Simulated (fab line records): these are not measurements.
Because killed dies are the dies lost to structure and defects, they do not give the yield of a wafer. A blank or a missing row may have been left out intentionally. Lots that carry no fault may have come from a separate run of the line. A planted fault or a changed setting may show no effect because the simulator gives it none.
Comparing a struck lot with a sound one / flow sfq line / 34 steps out of a route of 325
Sound: the wafers L149.1, L149.2, L149.3. The struck wafers were L155.1, L155.3, L155.4. At the end, the cause is stated.
Each step with rows lists, per side, the tool, then ch with its chambers, then its first start. Under that, the readings that differ: sound wafers / struck wafers / difference of the means / sigmas: that difference in standard deviations of wafers without a fault.
alike: words and numbers the same on both sides, and readings whose means are apart by under 2 such deviations; not compared: readings that were withheld, readings missing a value for some wafer, numbers with overlapping values and no deviation given by the record, and bounds like >300 which may hide the same value.
Wherever a step has rows on one side only, a row that says differs or no value, or a row with sigmas, the two part there. Non-overlapping numbers with no deviation appear without sigmas and do not part them. A reading that every wafer of one side lacks parts them only if that side has two wafers or more.

first, 6 steps without rows for these wafers: SFQ_TRILAYER_M3_LITHO_COAT_080 (resist thk 62 nm); SFQ_TRILAYER_M3_LITHO_COAT_075 (resist thk 600 nm); SFQ_TRILAYER_M3_LITHO_SOFTBAKE_079; SFQ_TRILAYER_M3_LITHO_EXPOSE_076 (exposes mask M3, target cd 500 nm); SFQ_TRILAYER_M3_LITHO_PEB_078 (peb time 60 s); SFQ_TRILAYER_M3_LITHO_DEVELOP_077 (time 60 s).
SFQ_M3_OVL_MEAS_921:
  struck on overlay-02, day 32 10:39; sound on overlay-01, day 29 02:36
  alike: M3_OVL
SFQ_TRILAYER_M3_BARC_OPEN_METAL_ETCH_100: etches BARC in O2, target depth 125 nm, time 41.7 s.
  sound on rie metal-04 ch 0,1, day 29 02:38; struck on rie metal-04 ch 0,1, day 32 10:41
  alike: drypump motor current A, oes product au
  not compared: rf hours counter h
SFQ_TRILAYER_M3_ETCH_METAL_ETCH_078: etches Nb in Cl2/Ar, stops on SiO2, target depth 240 nm, time 120 s.
  sound on rie metal-04 ch 0,1, day 29 02:42; struck on rie metal-04 ch 0,1, day 32 10:45
  alike: drypump motor current A, oes product au
  not compared: rf hours counter h
SFQ_TRILAYER_M3_STRIP_STRIP_079: strips in O2.
  sound on rie metal-04 ch 0,1, day 29 02:49; struck on rie metal-04 ch 0,1, day 32 10:52
  alike: drypump motor current A, oes product au
  not compared: rf hours counter h
then, 1 step without rows for these wafers: SFQ_TRILAYER_M3_STRIP_SOLV_CLEAN_080 (cleans in NMP, time 600 s).
SFQ_TRILAYER_I3_DEP_PECVD_081: deposits SiO2 from SiH4/N2O, time 111.11 s, target thk 500 nm.
  sound on pecvd-04 ch 0,1,2, day 29 03:36; struck on pecvd-03 ch 0,1, day 32 11:39
  no value came back on the struck wafers for chamber pressure Torr (Torr), heater power outer w (W), heater power w (W), throttle valve pct (%); on the sound wafers chamber pressure Torr (Torr) reads 2.403 2.405 2.395
then, 1 step without rows for these wafers: SFQ_TRILAYER_I3_CMP_CMP_082 (polishes SiO2).
SFQ_I3_BOW_MEAS_922:
  struck on film metro-04, day 33 11:17; sound on film metro-02, day 29 14:41
  alike: I3_BOW
SFQ_TRILAYER_I3_METRO_MEASURE_083:
  struck on film metro-04, day 33 11:25; sound on film metro-02, day 29 14:48
then, 6 steps without rows for these wafers: SFQ_TRILAYER_I3_VIA_LITHO_COAT_090 (resist thk 62 nm); SFQ_TRILAYER_I3_VIA_LITHO_COAT_085 (resist thk 650 nm); SFQ_TRILAYER_I3_VIA_LITHO_SOFTBAKE_089; SFQ_TRILAYER_I3_VIA_LITHO_EXPOSE_086 (exposes mask I3, target cd 500 nm); SFQ_TRILAYER_I3_VIA_LITHO_PEB_088 (peb time 60 s); SFQ_TRILAYER_I3_VIA_LITHO_DEVELOP_087 (time 60 s).
-- the record jumps here: 2 days lie between the struck wafers' starts before and after --
SFQ_I3_OVL_MEAS_923:
  struck on overlay-01, day 35 22:00; sound on overlay-02, day 31 14:36
  alike: I3_OVL
then, 1 step without rows for these wafers: SFQ_TRILAYER_I3_VIA_BARC_OPEN_VIA_ETCH_121 (etches BARC in O2, target depth 125 nm, time 41.7 s).
SFQ_TRILAYER_I3_VIA_ETCH_VIA_ETCH_088: etches SiO2 in CHF3, stops on Nb, target depth 260 nm.
  sound on rie diel-03 ch 0,1,3, day 31 14:41; struck on rie diel-02 ch 1,2,3, day 35 22:05
reading=oes product au (a.u.); sound=0.860 0.852 0.848; struck=0.378 0.380 0.375; difference=-0.476; sigmas=-90
reading=model.I3.feature depth nm (nm); sound=200.5 199.9 200.2; struck=0.303 0.2995 0.2978; difference=-199.900; sigmas=
reading=model.etch.depth nm (nm); sound=200.2 199.6 199.9; struck=0 0 0; difference=-200; sigmas=
  alike: drypump motor current A
SFQ_TRILAYER_I3_VIA_STRIP_STRIP_089: strips in O2.
  sound on rie metal-01 ch 0,1, day 31 14:47; struck on rie metal-04 ch 0,1, day 35 22:11
  alike: drypump motor current A, oes product au
  not compared: rf hours counter h
then, 2 steps without rows for these wafers: SFQ_TRILAYER_I3_VIA_STRIP_SOLV_CLEAN_090 (cleans in NMP, time 600 s); SFQ_TRILAYER_M4_DEP_PRE_CLEAN_092 (time 22.5 s).
SFQ_TRILAYER_M4_DEP_SPUTTER_091: material Nb, target thk 200 nm, time 133.3 s.
  struck on pvd sputter-05, day 35 22:59; sound on pvd sputter-06, day 31 15:35
  alike: base pressure pa, throttle valve pct
SFQ_M4_RS_MEAS_924: measurement is done with a four-point probe.
  struck on film metro-03, day 35 23:05; sound on film metro-03, day 31 15:41
  alike: M4_NB_RS
then, 3 steps without rows for these wafers: SFQ_TRILAYER_M4_LITHO_COAT_098 (resist thk 62 nm); SFQ_TRILAYER_M4_LITHO_COAT_093 (resist thk 600 nm); SFQ_TRILAYER_M4_LITHO_SOFTBAKE_097.
-- the record jumps here: 4 days lie between the struck wafers' starts before and after --
SFQ_TRILAYER_M4_LITHO_EXPOSE_094: exposes mask M4, target cd 500 nm.
  struck on krf scanner-01, day 39 19:04; sound on krf scanner-01 ch 0, day 34 02:30
  no value came back on the struck wafers for any of 5 readings (exposure dose mJ cm2, focus offset nm (nm) and others); on the sound wafers exposure dose mJ cm2 reads 14.400 14.385 14.401
  alike: mask
then, 1 step without rows for these wafers: SFQ_TRILAYER_M4_LITHO_PEB_096 (peb time 60 s).

WHERE THEY PART
At SFQ_TRILAYER_I3_DEP_PECVD_081 first; at SFQ_TRILAYER_M4_LITHO_EXPOSE_094 last (within this record only).

WHY: the cause the simulator had injected
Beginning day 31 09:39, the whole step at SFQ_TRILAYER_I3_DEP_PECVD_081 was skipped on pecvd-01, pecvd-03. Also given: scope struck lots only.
